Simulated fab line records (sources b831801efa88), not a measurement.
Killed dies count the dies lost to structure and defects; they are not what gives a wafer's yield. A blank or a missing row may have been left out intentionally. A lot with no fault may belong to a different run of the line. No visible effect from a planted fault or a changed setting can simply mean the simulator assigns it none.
What tool caused it? | flow gf180mcu | 13 lots, 39 wafers sampled, at 5 steps of a route of 602

WHAT THE GAUGES SHOWED, per wafer
GF_DUAL_GATE_THK_MEAS_03. Usual: DUAL_GATE_OXIDATION_00_THK 10.80 nm, standard deviation 0.23.
lot  | measured     | on            | DUAL_GATE_OXIDATION_00_THK (nm) | flag
L703 | day 8 05:49  | film-metro-01 | 10.84 10.91 10.75               |
L704 | day 8 11:26  | film-metro-04 | 10.54 10.80 10.68               |
L707 | day 9 03:10  | film-metro-03 | 10.57 10.51 10.26               |
L711 | day 10 06:48 | film-metro-01 | 10.57 10.50 10.63               |
L714 | day 11 00:23 | film-metro-01 | 10.99 10.97 10.95               |
L715 | day 11 07:44 | film-metro-03 | 10.92 10.82 10.88               |
L716 | day 11 10:56 | film-metro-04 | 10.63 10.55 10.65               |
L719 | day 12 12:39 | film-metro-01 | 10.89 11.20 11.04               |
L721 | day 13 01:56 | film-metro-03 | 10.94 10.70 10.65               |
L722 | day 13 09:19 | film-metro-01 | 11.01 10.99 11.16               |
L723 | day 13 12:41 | film-metro-04 | 11.32 11.05 10.98               |
L724 | day 13 18:08 | film-metro-04 | 10.75 10.82 10.97               |
L725 | day 14 03:29 | film-metro-03 | 10.84 10.95 11.02               |

GF_DUAL_GATE_OVL_MEAS_11. Usual: DUAL_GATE_OVL 0.1 nm, standard deviation 1.3.
lot  | measured     | on         | DUAL_GATE_OVL (nm) | flag
L703 | day 8 22:23  | overlay-02 | -1.0 -0.5 -1.4     |
L704 | day 9 03:59  | overlay-02 | 1.4 -2.5 -0.3      |
L707 | day 9 19:35  | overlay-01 | -2.4 -2.1 0.4      |
L711 | day 11 00:38 | overlay-01 | -0.2 -0.4 1.4      |
L714 | day 11 18:56 | overlay-02 | -1.7 -0.2 0.0      |
L715 | day 12 02:08 | overlay-02 | -2.7 -1.5 -2.5     |
L716 | day 12 05:13 | overlay-01 | 1.7 -1.1 -0.9      |
L719 | day 13 07:29 | overlay-02 | 0.6 1.2 2.7        |
L721 | day 13 20:56 | overlay-01 | 0.9 -1.2 1.8       |
L722 | day 14 05:29 | overlay-01 | 0.0 0.4 1.6        |
L723 | day 14 07:46 | overlay-01 | 0.6 -1.1 -1.9      |
L724 | day 14 13:53 | overlay-02 | 1.9 1.1 1.4        |
L725 | day 14 23:28 | overlay-02 | 1.2 0.3 0.4        |

GF_HV_LDD_TW_MEAS_11. Usual: HV_LDD_TW 2389, standard deviation 14.
lot  | measured     | on            | HV_LDD_TW      | flag
L703 | day 10 14:14 | film-metro-01 | 2384 2387 2385 |
L704 | day 11 01:38 | film-metro-01 | 2817 2824 2833 | OFF
L707 | day 11 14:05 | film-metro-01 | 2816 2817 2836 | OFF
L711 | day 12 22:50 | film-metro-03 | 2812 2817 2837 | OFF
L714 | day 13 22:56 | film-metro-01 | 2377 2379 2377 |
L715 | day 14 05:50 | film-metro-03 | 2398 2386 2406 |
L716 | day 14 05:43 | film-metro-03 | 2391 2382 2392 |
L719 | day 15 08:13 | film-metro-03 | 2403 2412 2405 |
L721 | day 16 03:11 | film-metro-03 | 2387 2389 2384 |
L722 | day 16 08:39 | film-metro-02 | 2422 2429 2427 |
L723 | day 16 08:56 | film-metro-01 | 2377 2382 2368 |
L724 | day 16 16:05 | film-metro-01 | 2377 2371 2376 |
L725 | day 17 02:25 | film-metro-03 | 2398 2402 2383 |

GF_HV_LDD_RS_MEAS_53: a four-point-probe measurement. Usual: HV_LDD_RS 418.7 ohm/sq, standard deviation 0.83.
lot  | measured     | on            | HV_LDD_RS (ohm/sq) | flag
L703 | day 13 01:01 | film-metro-03 | 418.6 419.6 420.4  |
L704 | day 13 11:20 | film-metro-03 | 312.5 313.2 313.8  | OFF
L707 | day 14 00:58 | film-metro-01 | 313.6 312.8 312.8  | OFF
L711 | day 15 11:43 | film-metro-03 | 313.6 312.2 312.7  | OFF
L714 | day 16 13:47 | film-metro-03 | 418.0 418.3 418.0  |
L715 | day 16 21:42 | film-metro-01 | 419.0 419.2 418.9  |
L716 | day 16 21:14 | film-metro-03 | 419.6 418.5 419.5  |
L719 | day 18 03:01 | film-metro-03 | 417.9 418.1 417.6  |
L721 | day 19 01:19 | film-metro-03 | 419.9 420.5 419.9  |
L722 | day 19 08:06 | film-metro-03 | 418.5 418.6 419.2  |
L723 | day 19 08:50 | film-metro-01 | 418.9 416.8 418.4  |
L724 | day 19 15:34 | film-metro-01 | 418.8 417.8 417.9  |
L725 | day 20 02:40 | film-metro-03 | 419.1 418.2 417.8  |

WHAT TOOL EACH LOT RAN ON (gives the tool, then ch and the chambers of the sampled wafers, and finally the start)
lot  | GF_HV_LDD_IMPLANT_09
L703 | implanter-03 ch 0, day 10 14:00
L704 | implanter-03 ch 0, day 11 01:05
L707 | implanter-04 ch 0, day 11 13:31
L711 | implanter-04 ch 0, day 12 22:17
L714 | implanter-02 ch 0, day 13 22:41
L715 | implanter-02 ch 0, day 14 05:35
L716 | implanter-02 ch 0, day 14 05:28
L719 | implanter-03 ch 0, day 15 08:01
L721 | implanter-03 ch 0, day 16 02:56
L722 | implanter-02 ch 0, day 16 08:26
L723 | implanter-03 ch 0, day 16 08:41
L724 | implanter-02 ch 0, day 16 15:50
L725 | implanter-03 ch 0, day 17 02:11
- GF_HV_LDD_IMPLANT_09

WHAT THE TOOLS THEMSELVES READ (means of the sampled wafers that have a number; where no wafer has one, the mark that the record gives instead)
The record holds no such reading with a usual standard deviation.

THE ANSWER, worked out from the rows above alone
Rule: take the mean of a lot's wafers that have a number; if it is more than 3 standard deviations from the usual mean, the lot is off. A lot without any number at a reading at which 4 lots or more have one is off too. All remaining lots with rows at the step are treated as sound. After the gauges, taken in route order, come the tools' own readings; for these a lot's mean is taken, as printed above. The first step at which some lot is off is used, and at that step the reading that is off furthest; a lot without a number counts as furthest.
Off: at GF_HV_LDD_TW_MEAS_11 (HV_LDD_TW), L704, L707, L711.
A tool fits if, at a process step before that reading, it ran every lot that is off, and no sound lot after the first of them. Gauges at GF_HV_LDD_TW_MEAS_11: tried the same way as those tools. None of those tried fits.

WHAT THE SIMULATOR HAD PUT IN
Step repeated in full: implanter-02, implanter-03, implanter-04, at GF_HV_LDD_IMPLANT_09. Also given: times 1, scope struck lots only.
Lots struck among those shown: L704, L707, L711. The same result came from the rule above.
